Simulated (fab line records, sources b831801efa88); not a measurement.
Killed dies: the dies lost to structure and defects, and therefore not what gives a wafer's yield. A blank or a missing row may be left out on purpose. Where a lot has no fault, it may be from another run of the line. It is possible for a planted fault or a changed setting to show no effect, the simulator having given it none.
What tool caused it? :: flow sky130 :: 12 lots, 36 wafers sampled, at 5 steps of a route of 708

## WHAT THE GAUGES SHOWED, per wafer
SKY_SONOS_ONO_OVL_MEAS_14.
lot: L463
measured: day 13 14:33
on: overlay-02
SONOS_ONO_OVL (nm): -1.2 -1.0 0.1

lot: L466
measured: day 14 07:32
on: overlay-02
SONOS_ONO_OVL (nm): 1.3 -0.1 2.2

lot: L467
measured: day 14 10:46
on: overlay-02
SONOS_ONO_OVL (nm): 1.3 -0.2 -0.6

lot: L468
measured: day 14 12:26
on: overlay-02
SONOS_ONO_OVL (nm): -1.2 1.4 -1.3

lot: L470
measured: day 15 06:14
on: overlay-02
SONOS_ONO_OVL (nm): 2.1 3.7 0.9

lot: L472
measured: day 16 00:37
on: overlay-02
SONOS_ONO_OVL (nm): -0.4 -1.9 -2.7

lot: L477
measured: day 17 06:18
on: overlay-01
SONOS_ONO_OVL (nm): -1.6 -2.1 0.4

lot: L478
measured: day 17 21:23
on: overlay-02
SONOS_ONO_OVL (nm): 1.0 1.3 -0.2

lot: L480
measured: day 18 13:21
on: overlay-01
SONOS_ONO_OVL (nm): -0.3 0.5 0.3

lot: L485
measured: day 20 07:50
on: overlay-02
SONOS_ONO_OVL (nm): -1.8 -0.3 -1.3

lot: L484
measured: day 20 08:08
on: overlay-02
SONOS_ONO_OVL (nm): 4.8 3.0 3.5

lot: L486
measured: day 20 15:19
on: overlay-01
SONOS_ONO_OVL (nm): 1.2 1.3 2.7

SKY_RES_PROTECT_TW_MEAS_08.
lot: L463
measured: day 16 00:22
on: film metro-04
POLY_GATE_TW: 4028 4043 4067

lot: L466
measured: day 16 21:03
on: film metro-04
POLY_GATE_TW: 4036 4040 4055

lot: L467
measured: day 17 01:16
on: film metro-01
POLY_GATE_TW: 4083 4064 4069

lot: L468
measured: day 17 02:34
on: film metro-02
POLY_GATE_TW: 4032 4017 4028

lot: L470
measured: day 17 21:23
on: film metro-01
POLY_GATE_TW: 4067 4062 4054

lot: L472
measured: day 18 18:48
on: film metro-01
POLY_GATE_TW: 4059 4055 4055

lot: L477
measured: day 20 04:44
on: film metro-02
POLY_GATE_TW: 4056 4033 4034

lot: L478
measured: day 20 17:21
on: film metro-04
POLY_GATE_TW: 4053 4048 4050

lot: L480
measured: day 21 08:14
on: film metro-02
POLY_GATE_TW: 4073 4084 4091

lot: L485
measured: day 23 05:09
on: film metro-01
POLY_GATE_TW: 4024 4055 4058

lot: L484
measured: day 23 03:56
on: film metro-04
POLY_GATE_TW: 4053 4070 4067

lot: L486
measured: day 23 11:21
on: film metro-01
POLY_GATE_TW: 4041 4064 4070

SKY_POLY_GATE_OVL_MEAS_14.
lot: L463
measured: day 17 06:40
on: overlay-01
POLY_GATE_OVL (nm): -6 -4 -6

lot: L466
measured: day 18 04:56
on: overlay-01
POLY_GATE_OVL (nm): -1 -5 0

lot: L467
measured: day 18 09:49
on: overlay-02
POLY_GATE_OVL (nm): -1 1 2

lot: L468
measured: day 18 11:58
on: overlay-01
POLY_GATE_OVL (nm): 5 13 7

lot: L470
measured: day 19 07:41
on: overlay-01
POLY_GATE_OVL (nm): 3 -3 -4

lot: L472
measured: day 20 03:04
on: overlay-02
POLY_GATE_OVL (nm): 6 -1 3

lot: L477
measured: day 21 13:17
on: overlay-02
POLY_GATE_OVL (nm): 9 5 11

lot: L478
measured: day 22 02:25
on: overlay-02
POLY_GATE_OVL (nm): -2 -4 -9

lot: L480
measured: day 22 17:08
on: overlay-01
POLY_GATE_OVL (nm): 1 8 4

lot: L485
measured: day 24 14:13
on: overlay-01
POLY_GATE_OVL (nm): 1 -1 0

lot: L484
measured: day 24 11:04
on: overlay-01
POLY_GATE_OVL (nm): 2 -1 -10

lot: L486
measured: day 24 18:54
on: overlay-02
POLY_GATE_OVL (nm): 6 -4 1

SKY_POLY_GATE_THK_MEAS_21.
lot: L463
measured: day 17 09:17
on: film metro-01
POLY_GATE_OXIDATION_THK (nm): 4.00 4.09 4.04

lot: L466
measured: day 18 06:37
on: film metro-02
POLY_GATE_OXIDATION_THK (nm): 3.95 3.99 4.03

lot: L467
measured: day 18 12:16
on: film metro-02
POLY_GATE_OXIDATION_THK (nm): 3.95 3.95 3.95

lot: L468
measured: day 18 16:27
on: film metro-03
POLY_GATE_OXIDATION_THK (nm): 4.04 3.96 4.00

lot: L470
measured: day 19 09:25
on: film metro-02
POLY_GATE_OXIDATION_THK (nm): 4.08 4.00 4.03

lot: L472
measured: day 20 06:47
on: film metro-01
POLY_GATE_OXIDATION_THK (nm): 3.97 3.95 4.01

lot: L477
measured: day 21 14:58
on: film metro-02
POLY_GATE_OXIDATION_THK (nm): 3.97 4.00 3.96

lot: L478
measured: day 22 04:59
on: film metro-03
POLY_GATE_OXIDATION_THK (nm): 2.51 2.57 2.47

lot: L480
measured: day 22 18:52
on: film metro-03
POLY_GATE_OXIDATION_THK (nm): 2.80 2.74 2.62

lot: L485
measured: day 24 15:54
on: film metro-03
POLY_GATE_OXIDATION_THK (nm): 4.05 3.99 4.02

lot: L484
measured: day 24 12:44
on: film metro-03
POLY_GATE_OXIDATION_THK (nm): 3.94 3.97 3.89

lot: L486
measured: day 24 20:34
on: film metro-02
POLY_GATE_OXIDATION_THK (nm): 4.03 3.95 3.95

## EACH LOT AND THE TOOL THAT RAN IT (in order: tool; ch and the chambers of the sampled wafers; start)
lot: L463
SKY_POLY_GATE_OXIDATION_20: furnace-01 ch 0, day 17 08:01

lot: L466
SKY_POLY_GATE_OXIDATION_20: furnace-01 ch 0, day 18 05:22

lot: L467
SKY_POLY_GATE_OXIDATION_20: furnace-01 ch 0, day 18 11:01

lot: L468
SKY_POLY_GATE_OXIDATION_20: furnace-01 ch 0, day 18 15:12

lot: L470
SKY_POLY_GATE_OXIDATION_20: furnace-02 ch 0, day 19 08:10

lot: L472
SKY_POLY_GATE_OXIDATION_20: furnace-01 ch 0, day 20 05:31

lot: L477
SKY_POLY_GATE_OXIDATION_20: furnace-02 ch 0, day 21 13:43

lot: L478
SKY_POLY_GATE_OXIDATION_20: furnace-01 ch 0, day 22 03:43

lot: L480
SKY_POLY_GATE_OXIDATION_20: furnace-01 ch 0, day 22 17:37

lot: L485
SKY_POLY_GATE_OXIDATION_20: furnace-02 ch 0, day 24 14:38

lot: L484
SKY_POLY_GATE_OXIDATION_20: furnace-02 ch 0, day 24 11:29

lot: L486
SKY_POLY_GATE_OXIDATION_20: furnace-02 ch 0, day 24 19:19
- SKY_POLY_GATE_OXIDATION_20: stabilise 600 s, purge 300 s, target thk 4 nm.

## WHAT THE TOOLS THEMSELVES READ (means of the sampled wafers that have a number; where no wafer has one, the mark that the record gives instead)
SKY_POLY_GATE_OXIDATION_20.
lot: L463
tool: furnace-01
spike tc bottom C (C): 871.1
spike tc centre C (C): 849.1
spike tc lower C (C): 849.6
spike tc top C (C): 862.9
spike tc upper C (C): 850.5
tube center temp C (C): 849.93
tube_center_temp_C_max: 852.1

lot: L466
tool: furnace-01
spike tc bottom C (C): 871.8
spike tc centre C (C): 850.7
spike tc lower C (C): 850.2
spike tc top C (C): 863.2
spike tc upper C (C): 849.5
tube center temp C (C): 850.00
tube_center_temp_C_max: 852.0

lot: L467
tool: furnace-01
spike tc bottom C (C): 871.7
spike tc centre C (C): 850.6
spike tc lower C (C): 849.0
spike tc top C (C): 862.9
spike tc upper C (C): 850.3
tube center temp C (C): 850.05
tube_center_temp_C_max: 852.0

lot: L468
tool: furnace-01
spike tc bottom C (C): 873.2
spike tc centre C (C): 850.0
spike tc lower C (C): 850.5
spike tc top C (C): 862.6
spike tc upper C (C): 849.3
tube center temp C (C): 849.98
tube_center_temp_C_max: 852.3

lot: L470
tool: furnace-02
spike tc bottom C (C): 865.9
spike tc centre C (C): 852.8
spike tc lower C (C): 849.7
spike tc top C (C): 863.0
spike tc upper C (C): 850.8
tube center temp C (C): 850.01
tube_center_temp_C_max: 852.0

lot: L472
tool: furnace-01
spike tc bottom C (C): 872.9
spike tc centre C (C): 850.0
spike tc lower C (C): 850.2
spike tc top C (C): 863.0
spike tc upper C (C): 850.1
tube center temp C (C): 850.06
tube_center_temp_C_max: 852.2

lot: L477
tool: furnace-02
spike tc bottom C (C): 867.5
spike tc centre C (C): 853.4
spike tc lower C (C): 849.5
spike tc top C (C): 863.7
spike tc upper C (C): 849.4
tube center temp C (C): 850.02
tube_center_temp_C_max: 852.1

lot: L478
tool: furnace-01
spike tc bottom C (C): 839.6
spike tc centre C (C): 817.4
spike tc lower C (C): 818.0
spike tc top C (C): 831.6
spike tc upper C (C): 817.4
tube center temp C (C): 817.53
tube_center_temp_C_max: 819.9

lot: L480
tool: furnace-01
spike tc bottom C (C): 839.7
spike tc centre C (C): 817.5
spike tc lower C (C): 817.9
spike tc top C (C): 831.0
spike tc upper C (C): 816.8
tube center temp C (C): 817.57
tube_center_temp_C_max: 819.9

lot: L485
tool: furnace-02
spike tc bottom C (C): 867.7
spike tc centre C (C): 852.9
spike tc lower C (C): 849.5
spike tc top C (C): 863.3
spike tc upper C (C): 850.3
tube center temp C (C): 849.88
tube_center_temp_C_max: 852.1

lot: L484
tool: furnace-02
spike tc bottom C (C): 867.9
spike tc centre C (C): 852.9
spike tc lower C (C): 849.9
spike tc top C (C): 863.1
spike tc upper C (C): 849.5
tube center temp C (C): 850.03
tube_center_temp_C_max: 852.0

lot: L486
tool: furnace-02
spike tc bottom C (C): 868.8
spike tc centre C (C): 854.0
spike tc lower C (C): 850.6
spike tc top C (C): 864.3
spike tc upper C (C): 850.3
tube center temp C (C): 849.93
tube_center_temp_C_max: 852.6

## THE ANSWER, worked out from the rows above alone
Rule: the lots themselves supply what counts as usual. Put in order of their means at a reading, lots are off if they are a third of the lots or fewer, leave a main group of 4 or more, and stand apart from it by a gap of 3 or more times the standard deviation of the main group's means; of several such gaps the widest counts. If all means in a main group match to the digits the tables above print for the reading, that group is not used. Also off: a lot with no number at a reading for which 4 or more lots have one. The other lots that the step has rows for count as sound. After the gauges, taken in route order, come the tools' own readings; for these a lot's mean is taken, as printed above. The first step at which some lot is off is used, and at that step the reading that is off furthest; a lot without a number counts as furthest.
Off: L478, L480, at SKY_POLY_GATE_THK_MEAS_21 (POLY_GATE_OXIDATION_THK). Main group: mean 3.99 nm, sd 0.034.
If a tool, at a process step before that reading, ran all the lots that are off and no sound lot after the first of them, it fits. The gauges at SKY_POLY_GATE_THK_MEAS_21 aren't tried: what is off there is off at SKY_POLY_GATE_OXIDATION_20 too, on other tools, and a gauge's error can't cause that. One fits: furnace-01 at SKY_POLY_GATE_OXIDATION_20. Its last sound lot is L472 (day 20 05:31), its first lot that is off L478 (day 22 03:43): a fault that began between those two fits.
The tool's own readings at SKY_POLY_GATE_OXIDATION_20 bear it out: on the lots that are off they differ by more than 5 times the standard deviation of the sound lots' means. spike tc bottom C reads 839.7 C there against 869.9 C on the sound lots; spike tc centre C reads 817.5 C there against 851.6 C on the sound lots; spike tc lower C reads 818.0 C there against 849.9 C on the sound lots; spike tc top C reads 831.3 C there against 863.2 C on the sound lots; spike tc upper C reads 817.1 C there against 850.0 C on the sound lots; tube center temp C reads 817.55 C there against 849.99 C on the sound lots; tube_center_temp_C_max reads 819.9 there against 852.1 on the sound lots.

## WHAT THE SIMULATOR PUT IN
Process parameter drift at SKY_POLY_GATE_OXIDATION_20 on furnace-01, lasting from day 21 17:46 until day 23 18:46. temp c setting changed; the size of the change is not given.
Struck lots among those shown: L478, L480. The rule given above showed the same thing.
